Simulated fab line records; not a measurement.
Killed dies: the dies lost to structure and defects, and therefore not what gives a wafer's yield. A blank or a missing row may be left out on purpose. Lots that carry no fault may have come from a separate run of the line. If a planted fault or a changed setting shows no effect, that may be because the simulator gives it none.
Which tool was responsible? -- flow gf180mcu -- 21 wafers from 7 lots sampled at 2 of the route's 602 steps

WHAT THE GAUGES READ, wafer by wafer
GF_HV_LDD_RS_MEAS_53: measures by four-point-probe.
lot,measured,on,HV_LDD_RS (ohm/sq)
L258,day 13 14:34,filmMetro-04,418.8 418.2 418.1
L260,day 14 09:02,filmMetro-01,418.2 419.5 418.7
L263,day 15 14:35,filmMetro-03,415.4 415.5 414.9 415.4 414.2 415.0
L269,day 17 10:56,filmMetro-01,418.9 418.9 419.3
L272,day 18 08:10,filmMetro-04,418.7 418.2 417.7
L274,day 19 01:22,filmMetro-04,420.5 419.2 418.3
L278,day 20 07:38,filmMetro-03,417.3 417.7 416.3

TOOL THAT RAN EACH LOT (tool first, then ch and the chambers of the sampled wafers, then the start)
lot,GF_HV_LDD_IMPLANT_36
L258,"implanter-03 ch 0, day 12 18:16"
L260,"implanter-03 ch 0, day 13 12:17"
L263,"implanter-03 ch 0, day 14 16:04"
L269,"implanter-01 ch 0, day 16 11:13"
L272,"implanter-03 ch 0, day 17 07:31"
L274,"implanter-03 ch 0, day 18 00:10"
L278,"implanter-01 ch 0, day 19 05:20"
- GF_HV_LDD_IMPLANT_36

THE ANSWER, worked out from the rows above alone
Rule: usual is defined by the lots themselves. Put in order of their means at a reading, lots are off if they are a third of the lots or fewer, leave a main group of 4 or more, and stand apart from it by a gap of 3 or more times the standard deviation of the main group's means; of several such gaps the widest counts. A main group whose means are all the same, to the digits that the tables above print for the reading, isn't used. Also off: a lot with no number at a reading for which 4 or more lots have one. Any other lot the step has rows for is counted as sound.
No lot is off at any reading shown: from this, nothing can be told.

WHAT THE SIMULATOR HAD PUT IN
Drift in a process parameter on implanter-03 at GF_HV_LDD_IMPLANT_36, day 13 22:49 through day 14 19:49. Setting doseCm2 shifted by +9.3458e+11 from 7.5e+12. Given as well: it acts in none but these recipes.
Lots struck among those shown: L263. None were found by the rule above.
